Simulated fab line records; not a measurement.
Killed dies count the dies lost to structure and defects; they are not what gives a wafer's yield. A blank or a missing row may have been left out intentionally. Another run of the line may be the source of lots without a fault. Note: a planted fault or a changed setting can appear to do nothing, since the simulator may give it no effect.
Matching of chambers :: flow sky130 :: cmp-01 running SKY_CONTACT_CMP_04: 4 sister chambers
The step polishes SiO2. 14 wafers are shown with their chamber, then 7 later ones without.

WAFERS PAIRED WITH THEIR CHAMBERS
wafer: L535.1
chamber: 0
motor-current-A (A): 12.3
time-to-endpoint-s (s): 84

wafer: L535.3
chamber: 3
motor-current-A (A): 12.6
time-to-endpoint-s (s): 92

wafer: L535.5
chamber: 0
motor-current-A (A): 12.3
time-to-endpoint-s (s): 85

wafer: L541.3
chamber: 3
motor-current-A (A): 13.3
time-to-endpoint-s (s): 84

wafer: L541.4
chamber: 1
motor-current-A (A): 10.5
time-to-endpoint-s (s): 82

wafer: L541.6
chamber: 3
motor-current-A (A): 13.1
time-to-endpoint-s (s): 79

wafer: L553.2
chamber: 0
motor-current-A (A): 12.1
time-to-endpoint-s (s): 92

wafer: L553.4
chamber: 2
motor-current-A (A): 10.6
time-to-endpoint-s (s): 90

wafer: L553.5
chamber: 1
motor-current-A (A): 10.4
time-to-endpoint-s (s): 95

wafer: L552.3
chamber: 1
motor-current-A (A): 10.7
time-to-endpoint-s (s): 88

wafer: L552.5
chamber: 3
motor-current-A (A): 12.2
time-to-endpoint-s (s): 82

wafer: L552.6
chamber: 2
motor-current-A (A): 10.7
time-to-endpoint-s (s): 89

wafer: L554.1
chamber: 3
motor-current-A (A): 12.8
time-to-endpoint-s (s): 94

wafer: L554.4
chamber: 0
motor-current-A (A): 12.3
time-to-endpoint-s (s): 85

SIGNATURES (averages over the wafers above)
reading: motor-current-A
chamber 0: 12.250
chamber 1: 10.533
chamber 2: 10.650
chamber 3: 12.800
scatter within a chamber: 0.287

reading: time-to-endpoint-s
chamber 0: 86.50
chamber 1: 88.33
chamber 2: 89.50
chamber 3: 86.20
scatter within a chamber: 5.43
Rule: distance of a wafer from a chamber = root of the sum over the readings of ((wafer's reading minus chamber's mean) / reading's scatter) squared. The wafer belongs to the nearest chamber; if the next one is less than 2 further off, it can't be placed. How the scatter is found: for the shown wafers, subtract from each reading the mean of its chamber, square and add these, divide the total by (wafers less chambers), then take the root.

WAFERS MISSING THEIR CHAMBER
wafer: L554.5
motor-current-A (A): 10.7
time-to-endpoint-s (s): 95

wafer: L556.2
motor-current-A (A): 11.7
time-to-endpoint-s (s): 81

wafer: L556.3
motor-current-A (A): 13.0
time-to-endpoint-s (s): 87

wafer: L556.5
motor-current-A (A): 12.2
time-to-endpoint-s (s): 90

wafer: L558.1
motor-current-A (A): 12.6
time-to-endpoint-s (s): 94

wafer: L558.2
motor-current-A (A): 11.1
time-to-endpoint-s (s): 84

wafer: L558.6
motor-current-A (A): 12.5
time-to-endpoint-s (s): 86

EACH ONE'S CHAMBER
wafer: L554.5
from the rows above: can't be placed: 2 or 1
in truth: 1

wafer: L556.2
from the rows above: can't be placed: 0 or 3 or 2
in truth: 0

wafer: L556.3
from the rows above: can't be placed: 3 or 0
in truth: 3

wafer: L556.5
from the rows above: can't be placed: 0 or 3
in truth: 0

wafer: L558.1
from the rows above: can't be placed: 3 or 0
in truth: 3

wafer: L558.2
from the rows above: can't be placed: 2 or 1
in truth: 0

wafer: L558.6
from the rows above: can't be placed: 0 or 3
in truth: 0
0 of 7 placed correctly. Unplaceable from these rows: 7, with the true chamber sitting among the candidates in 6. Number placed wrongly: 0.
